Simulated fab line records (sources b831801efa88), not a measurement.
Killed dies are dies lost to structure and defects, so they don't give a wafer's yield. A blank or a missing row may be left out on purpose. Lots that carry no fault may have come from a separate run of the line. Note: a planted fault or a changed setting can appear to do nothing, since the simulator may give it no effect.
Which of the tools did it?	flow sky130	13 lots, 39 wafers sampled, at 5 steps of a route of 708

WHAT THE GAUGES READ, wafer by wafer
SKY_SD_N_OVL_MEAS_08.
lot	measured	on	SD_N_OVL (nm)
L381	day 27 20:14	overlay-02	1.2 -0.4 -0.2
L382	day 28 08:10	overlay-01	1.4 0.2 1.2
L383	day 28 16:09	overlay-02	1.1 2.8 2.7
L386	day 29 19:00	overlay-01	3.4 4.2 6.2
L393	day 32 00:09	overlay-02	-1.4 0.5 -1.1
L394	day 32 05:51	overlay-01	3.7 3.9 2.7
L395	day 32 21:05	overlay-02	0.6 1.0 0.9
L396	day 33 02:52	overlay-02	0.4 -0.9 2.2
L398	day 33 15:57	overlay-01	-0.3 0.6 -0.8
L399	day 33 17:02	overlay-01	1.8 0.0 1.5
L400	day 34 05:01	overlay-01	0.1 -0.2 -0.3
L401	day 34 12:54	overlay-01	-2.9 -1.9 -0.3
L403	day 35 04:52	overlay-02	-1.1 -0.1 1.2

SKY_SD_N_TW_MEAS_12.
lot	measured	on	SD_N_TW
L381	day 27 20:41	film_metro-04	4080 4092 4093
L382	day 28 08:35	film_metro-01	4008 3982 3990
L383	day 28 16:36	film_metro-01	3980 3983 3969
L386	day 29 19:26	film_metro-04	4036 4027 4042
L393	day 32 00:35	film_metro-04	4051 4081 4058
L394	day 32 06:17	film_metro-04	4083 4050 4051
L395	day 32 21:32	film_metro-04	4065 4058 4037
L396	day 33 03:18	film_metro-01	4017 4017 4018
L398	day 33 16:23	film_metro-01	3993 3994 4000
L399	day 33 17:29	film_metro-02	3937 3918 3912
L400	day 34 05:26	film_metro-04	4070 4086 4065
L401	day 34 13:20	film_metro-01	4022 4039 4045
L403	day 35 05:18	film_metro-01	4041 4018 4018

SKY_LI_CONTACT_CD_MEAS_12 targets a cd of 170 nm.
lot	measured	on	cd_nm (nm)
L381	day 29 02:46	cd_sem-02	170.6 171.4 170.9
L382	day 29 14:25	cd_sem-02	170.5 172.4 170.7
L383	day 29 22:33	cd_sem-02	168.8 169.0 169.3
L386	day 31 00:17	cd_sem-01	169.9 168.8 170.2
L393	day 33 05:35	cd_sem-02	170.8 169.4 168.1
L394	day 33 11:04	cd_sem-02	169.2 170.5 172.3
L395	day 34 00:37	cd_sem-02	172.0 170.9 172.4
L396	day 34 07:19	cd_sem-02	168.5 168.2 167.8
L398	day 34 20:07	cd_sem-02	168.9 171.2 171.1
L399	day 34 21:14	cd_sem-02	168.2 167.3 167.6
L400	day 35 08:19	cd_sem-02	170.2 169.8 170.3
L401	day 35 16:30	cd_sem-02	170.5 170.5 170.9
L403	day 36 08:13	cd_sem-01	173.7 173.8 173.0

SKY_LOCAL_INTERCONNECT_CD_MEAS_11 targets a cd of 170 nm.
lot	measured	on	cd_nm (nm)
L381	day 30 08:55	cd_sem-01	169.3 170.5 170.5
L382	day 30 20:13	cd_sem-02	168.6 169.0 167.7
L383	day 31 04:34	cd_sem-02	128.1 170.8 128.1
L386	day 32 04:47	cd_sem-02	166.6 168.6 122.5
L393	day 34 08:49	cd_sem-02	169.0 169.4 169.0
L394	day 34 15:03	cd_sem-02	169.9 169.6 168.2
L395	day 35 04:37	cd_sem-02	170.4 171.7 172.4
L396	day 35 11:14	cd_sem-02	167.8 168.0 167.1
L398	day 35 23:34	cd_sem-01	170.9 170.8 169.4
L399	day 36 00:26	cd_sem-01	168.0 171.0 169.0
L400	day 36 12:13	cd_sem-02	170.5 172.7 173.1
L401	day 36 19:28	cd_sem-01	170.6 169.2 169.9
L403	day 37 10:31	cd_sem-02	169.3 168.0 168.5

WHICH TOOL RAN EACH LOT (tool, then ch and the chambers of the sampled wafers, then the start)
lot	SKY_LOCAL_INTERCONNECT_EXPOSE_08
L381	krf_scanner-02 ch 0, day 29 19:05
L382	krf_scanner-02 ch 0, day 30 06:07
L383	krf_scanner-02 ch 0, day 30 14:28
L386	krf_scanner-02 ch 0, day 31 15:25
L393	krf_scanner-02 ch 0, day 33 19:54
L394	krf_scanner-01 ch 0, day 34 01:37
L395	krf_scanner-01 ch 0, day 34 15:55
L396	krf_scanner-01 ch 0, day 34 22:14
L398	krf_scanner-02 ch 0, day 35 11:18
L399	krf_scanner-01 ch 0, day 35 12:11
L400	krf_scanner-01 ch 0, day 35 22:55
L401	krf_scanner-02 ch 0, day 36 06:33
L403	krf_scanner-02 ch 0, day 36 23:00
- SKY_LOCAL_INTERCONNECT_EXPOSE_08: exposes mask LI1M, target cd 170 nm.

WHAT THE TOOLS THEMSELVES READ (means of the sampled wafers that have a number; where no wafer has one, the mark that the record gives instead)
SKY_LOCAL_INTERCONNECT_EXPOSE_08.
lot	tool	focus_offset_nm (nm)
L381	krf_scanner-02	-0.4
L382	krf_scanner-02	0.3
L383	krf_scanner-02	-0.8
L386	krf_scanner-02	0.2
L393	krf_scanner-02	-0.0
L394	krf_scanner-01	0.5
L395	krf_scanner-01	0.0
L396	krf_scanner-01	0.2
L398	krf_scanner-02	0.3
L399	krf_scanner-01	-0.3
L400	krf_scanner-01	-0.4
L401	krf_scanner-02	0.3
L403	krf_scanner-02	-0.4

THE ANSWER, worked out from the rows above alone
Rule: the usual values come from the lots themselves. Put in order of their means at a reading, lots are off if they are a third of the lots or fewer, leave a main group of 4 or more, and stand apart from it by a gap of 3 or more times the standard deviation of the main group's means; of several such gaps the widest counts. Not used: any main group whose means are identical at the precision the tables above print for the reading. Also off: a lot with no number at a reading for which 4 or more lots have one. All remaining lots with rows at the step are treated as sound. Order of review: gauges by route order, followed by the tools' own readings, for which a lot's mean as printed above is used. The first step at which some lot is off is used, and at that step the reading that is off furthest; a lot without a number counts as furthest.
Off at SKY_LOCAL_INTERCONNECT_CD_MEAS_11 (cd_nm): L383, L386. Mean 169.7 nm and standard deviation 1.3 in the main group.
A tool fits if, at a process step before that reading, it ran every lot that is off, and no sound lot after the first of them. Gauges at SKY_LOCAL_INTERCONNECT_CD_MEAS_11: tried the same way as those tools. No candidate that was tried fits.

WHAT THE SIMULATOR HAD PUT IN
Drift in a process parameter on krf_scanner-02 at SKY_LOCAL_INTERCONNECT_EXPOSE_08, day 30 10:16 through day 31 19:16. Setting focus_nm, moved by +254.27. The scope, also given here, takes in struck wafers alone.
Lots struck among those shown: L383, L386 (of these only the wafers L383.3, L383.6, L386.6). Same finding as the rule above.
